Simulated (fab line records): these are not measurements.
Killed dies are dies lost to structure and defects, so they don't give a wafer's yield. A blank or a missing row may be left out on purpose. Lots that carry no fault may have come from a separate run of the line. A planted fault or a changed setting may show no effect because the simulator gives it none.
Chamber matching | flow gf180mcu | GF_V1_ETCH_16 on rieDiel-03 has 4 sister chambers
The step etches BARC in N2/H2. 8 wafers are shown with their chamber, then 8 later ones without.

WAFERS, EACH WITH ITS CHAMBER
wafer  | chamber | drypumpMotorCurrentA (A) | oesProductAu (a.u.)
L139.3 | 1       | 5.1                      | 0.856
L139.4 | 2       | 5.6                      | 0.856
L140.4 | 1       | 5.1                      | 0.858
L140.5 | 0       | 6.5                      | 0.853
L149.1 | 0       | 6.5                      | 0.853
L149.2 | 3       | 5.1                      | 0.858
L149.3 | 2       | 5.7                      | 0.851
L150.2 | 3       | 5.1                      | 0.853

WAFERS WHOSE CHAMBER IS MISSING
wafer  | drypumpMotorCurrentA (A) | oesProductAu (a.u.)
L150.4 | 6.5                      | 0.843
L150.5 | 5.1                      | 0.847
L153.1 | 5.1                      | 0.855
L153.2 | 5.6                      | 0.861
L153.4 | 6.5                      | 0.856
L154.1 | 5.1                      | 0.852
L154.2 | 5.1                      | 0.857
L154.3 | 6.5                      | 0.860

WHICH CHAMBER EACH WENT THROUGH
wafer  | from the rows above     | in truth
L150.4 | 0                       | 0
L150.5 | can't be placed: 3 or 1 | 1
L153.1 | can't be placed: 3 or 1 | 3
L153.2 | 2                       | 2
L153.4 | 0                       | 0
L154.1 | can't be placed: 3 or 1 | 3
L154.2 | can't be placed: 1 or 3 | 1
L154.3 | 0                       | 0
4 of 8 placed correctly. Cannot be placed on the basis of these rows: 4; the candidates contain the true chamber in 4. Placed wrongly: 0.
How it was worked out, from the rows above alone: a wafer's distance from a chamber is the root of the sum, over the readings, of the square of ((its reading less the chamber's mean) divided by the reading's scatter). The wafer belongs to the nearest chamber; if the next one is less than 2 further off, it can't be placed. For every chamber, the mean is computed from those of its wafers that are shown. How the scatter is found: for the shown wafers, subtract from each reading the mean of its chamber, square and add these, divide the total by (wafers less chambers), then take the root.
